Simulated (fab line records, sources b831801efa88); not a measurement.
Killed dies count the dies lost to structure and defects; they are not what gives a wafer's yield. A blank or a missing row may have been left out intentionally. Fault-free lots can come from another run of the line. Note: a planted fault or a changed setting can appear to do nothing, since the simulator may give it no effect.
Chamber matching -- flow sky130 -- cmp-02 running SKY_CONTACT_CMP_27: 4 sister chambers
The step polishes, stops on SiO2, t overpolish 15 s, target thk 0 nm. 4 wafers are shown with their chamber, then 8 later ones without.

## WAFERS PAIRED WITH THEIR CHAMBERS
wafer,chamber,motorCurrentA (A)
L245.2,3,12.9
L245.5,0,10.6
L245.6,1,11.1
L247.1,2,12.0

## WAFERS WHOSE CHAMBER IS MISSING
wafer,motorCurrentA (A)
L247.5,10.7
L247.6,12.7
L249.2,12.7
L249.3,10.7
L249.4,10.8
L250.1,12.0
L250.2,12.7
L250.3,10.8

## WHICH CHAMBER EACH ONE RAN IN
wafer,from the rows above,in truth
L247.5,can't be placed: 0 or 1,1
L247.6,3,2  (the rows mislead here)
L249.2,3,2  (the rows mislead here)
L249.3,can't be placed: 0 or 1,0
L249.4,can't be placed: 0 or 1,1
L250.1,2,2
L250.2,3,3
L250.3,can't be placed: 0 or 1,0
Placed correctly: 2 of 8. Can't be placed from these rows: 4 (the true chamber is among the candidates in 4). 2 placed wrongly.
How it was worked out, from the rows above alone: a wafer's distance from a chamber is the root of the sum, over the readings, of the square of ((its reading less the chamber's mean) divided by the reading's scatter). If the next closest chamber is less than 2 further off than the closest, the wafer can't be placed; otherwise it belongs to the closest. For every chamber, the mean is computed from those of its wafers that are shown. The scatter (one wafer shown for each chamber): square how far every hidden wafer sits from the nearest shown wafer, average those squares and take the square root.
